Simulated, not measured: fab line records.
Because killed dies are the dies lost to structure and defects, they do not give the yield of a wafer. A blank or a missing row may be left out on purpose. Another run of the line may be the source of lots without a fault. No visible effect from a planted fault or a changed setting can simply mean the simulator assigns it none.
Which tool was responsible? | flow sky130 | 30 wafers sampled from 10 lots at 1 step of a route of 708

== WHAT THE GAUGES SHOWED, per wafer ==
SKY_LOCAL_INTERCONNECT_OVL_MEAS_12.
lot  | measured     | on         | LOCAL_INTERCONNECT_OVL (nm)
L823 | day 30 07:15 | overlay-02 | 4 -4 -6
L826 | day 31 14:13 | overlay-01 | 2 3 2
L828 | day 32 09:29 | overlay-01 | 4 -7 -5
L833 | day 34 01:26 | overlay-01 | 6 -3 1
L834 | day 34 08:28 | overlay-02 | 8 8 5
L835 | day 34 13:23 | overlay-01 | 0 8 10
L836 | day 34 19:22 | overlay-02 | -2 -4 -5
L838 | day 35 03:14 | overlay-02 | -6 -4 -11
L839 | day 35 20:37 | overlay-01 | -1 1 -3
L840 | day 35 21:33 | overlay-01 | 5 7 6

== WHICH TOOL RAN EACH LOT (tool, then ch and the chambers of the sampled wafers, then the start) ==
The record shows no process step preceding these readings.

== THE ANSWER, worked out from the rows above alone ==
Rule: what is usual is taken from the lots themselves. Put in order of their means at a reading, lots are off if they are a third of the lots or fewer, leave a main group of 4 or more, and stand apart from it by a gap of 3 or more times the standard deviation of the main group's means; of several such gaps the widest counts. A main group is skipped when, at the precision printed for the reading in the tables above, its means are all equal. A lot without any number at a reading at which 4 lots or more have one is off too. All remaining lots with rows at the step are treated as sound.
No lot is off on any of the readings shown, so nothing can be concluded from this.

== WHAT THE SIMULATOR HAD INSERTED ==
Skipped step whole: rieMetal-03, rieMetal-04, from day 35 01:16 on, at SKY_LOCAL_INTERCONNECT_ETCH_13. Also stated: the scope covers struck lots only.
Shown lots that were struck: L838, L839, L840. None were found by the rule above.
